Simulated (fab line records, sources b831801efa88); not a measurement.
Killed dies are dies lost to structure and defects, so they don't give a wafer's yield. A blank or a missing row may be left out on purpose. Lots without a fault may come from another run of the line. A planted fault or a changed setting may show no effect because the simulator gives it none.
Chamber matching | flow gf180mcu | GF_M5_ETCH_09 on rie_diel-02: 4 sister chambers
The step etches Si3N4 in CF4/O2, target depth 52 nm, time 11.6 s. 7 wafers are shown with their chamber, then 7 later ones without.

WAFERS WITH THEIR CHAMBER
wafer  | chamber | drypump_motor_current_A (A) | oes_product_au (a.u.)
L496.3 | 2       | 5.8                         | 0.994
L500.5 | 1       | 5.0                         | 0.986
L502.3 | 1       | 5.1                         | 0.984
L503.3 | 2       | 5.8                         | 0.983
L503.5 | 3       | 5.7                         | 0.997
L505.3 | 3       | 5.7                         | 0.993
L505.4 | 0       | 5.4                         | 1.009

WAFERS WITHOUT THEIR CHAMBER
wafer  | drypump_motor_current_A (A) | oes_product_au (a.u.)
L505.5 | 5.4                         | 1.001
L513.2 | 5.7                         | 0.994
L513.5 | 5.8                         | 0.991
L513.6 | 5.1                         | 0.990
L515.2 | 5.8                         | 0.983
L515.3 | 5.4                         | 0.996
L515.5 | 5.8                         | 0.995

WHICH CHAMBER EACH WENT THROUGH
wafer  | from the rows above     | in truth
L505.5 | 0                       | 0
L513.2 | 3                       | 3
L513.5 | 2                       | 2
L513.6 | 1                       | 1
L515.2 | 2                       | 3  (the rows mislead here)
L515.3 | 0                       | 0
L515.5 | can't be placed: 2 or 3 | 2
Placed correctly: 5 of 7. Can't be placed from these rows: 1 (the true chamber is among the candidates in 1). Placed wrongly: 1.
How it was worked out, from the rows above alone: a wafer's distance from a chamber is the root of the sum, over the readings, of the square of ((its reading less the chamber's mean) divided by the reading's scatter). The wafer belongs to the nearest chamber; if the next one is less than 2 further off, it can't be placed. A chamber's mean is the mean of its shown wafers. The scatter: the root of (the sum of the squares of (reading less its chamber's mean) over the shown wafers, divided by (wafers less chambers)).
